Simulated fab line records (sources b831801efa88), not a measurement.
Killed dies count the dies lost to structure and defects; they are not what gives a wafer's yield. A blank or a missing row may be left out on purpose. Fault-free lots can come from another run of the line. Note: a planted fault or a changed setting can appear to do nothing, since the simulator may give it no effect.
Problem report in the 8D (eight disciplines) form, filled by code :: flow sky130 :: the parts of the form that need people (team, actions taken, sign-off) are left out

1. WHAT WENT WRONG
Mean of killed_at_M0_to_M3 at SKY_PAD_OPEN_PROBE_99: 90 across 6 wafers in 2 lots; on wafers with no fault it is 45 (standard deviation 6.9). That puts it +6.5 standard deviations away from the usual mean.
Seen first at day 50 00:35 on prober-01, wafer L749.2. The record holds 39 wafers of 13 lots with a number at this step. By rule, "out" or "out of limits" means more than 4 standard deviations away from the usual mean. The other wafers with a number count as sound.

2. WHAT THIS IS AND IS NOT
question: which readings at this step
is: killed_at_M0_to_M3
is not: killed_at_M4_up, killed_at_contacts, killed_at_front_end, killed_at_other, killed_open

question: which lots
is: L749, L754
is not: L735, L736, L737, L738, L739, L740, L742, L743, L745, L747, L748

question: which wafers of those lots
is: all that have a number
is not: -

question: read on which tools
is: prober-01, prober-02
is not: -

question: when
is: from day 50 00:35
is not: up to then (33 sound wafers)

3. SUSPECTS, AND WHAT RULES EACH OUT
Counting: a tool at any process step up to the reading remains a suspect when it ran all the lots that are out and ran no sound lot after the first of those.
- wet_bench-02 at SKY_METAL3_STRIP_20 (strips in post etch residue remover, time 1200 s): kept. All lots that are out passed through it, beginning with L749 at day 43 17:35, and no sound lot followed; its final sound lot before that point was L748 at day 43 11:38.
Remaining after the count: wet_bench-02 at SKY_METAL3_STRIP_20.

4. THE CAUSE (what the simulator had put in)
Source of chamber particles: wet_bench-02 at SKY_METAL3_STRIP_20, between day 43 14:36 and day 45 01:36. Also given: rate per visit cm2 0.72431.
Only this tool survived the counting.

5. THE CHAIN OF EFFECTS, in route order
Each row: a reading where the mean over the struck wafers with a number is more than 3 standard deviations away from the usual. Readings are gone through only where the record gives a usual standard deviation; hours: the median, over the lots, of the time from a lot's start at the first step in this table giving one to that lot's start at this step; sigmas: the change measured in usual standard deviations.
hours: 0
step: SKY_PAD_OPEN_PROBE_99
reading: defect_limited_yield
usual: 82.1 %
on struck wafers: 73.3
change: -8.8
sigmas: -4.9

hours: 0
step: SKY_PAD_OPEN_PROBE_99
reading: killed_at_M0_to_M3
usual: 45
on struck wafers: 90
change: +45
sigmas: +6.5

hours: 0
step: SKY_PAD_OPEN_PROBE_99
reading: killed_dies
usual: 88
on struck wafers: 131
change: +43
sigmas: +5.0

hours: 0
step: SKY_PAD_OPEN_PROBE_99
reading: sort_bin_3_pad_short
usual: 0.9 %
on struck wafers: 2.7
change: +1.8
sigmas: +4.5

hours: 0
step: SKY_PAD_OPEN_PROBE_99
reading: sort_bin_5_function
usual: 10.8 %
on struck wafers: 16.5
change: +5.7
sigmas: +3.8

hours: 0
step: SKY_PAD_OPEN_PROBE_99
reading: sort_n_pass
usual: 404
on struck wafers: 361
change: -43
sigmas: -5.0

hours: 0
step: SKY_PAD_OPEN_PROBE_99
reading: sort_yield_pct
usual: 82.1 %
on struck wafers: 73.3
change: -8.8
sigmas: -4.9
Its process steps:
- SKY_PAD_OPEN_PROBE_99

6. WHAT WOULD HAVE CAUGHT IT SOONER
The fault began at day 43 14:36; the first out-of-limits reading in this record came at day 50 00:35, 154 hours later.
Tool readings at SKY_METAL3_STRIP_20 with a usual standard deviation given in the record: none out on any struck wafer, hence no alarm at a limit of 4 standard deviations on them.
By day 50 00:35, every lot that is out (2) had started SKY_METAL3_STRIP_20 on wet_bench-02. A hold on the tool at that time would have spared none of them.
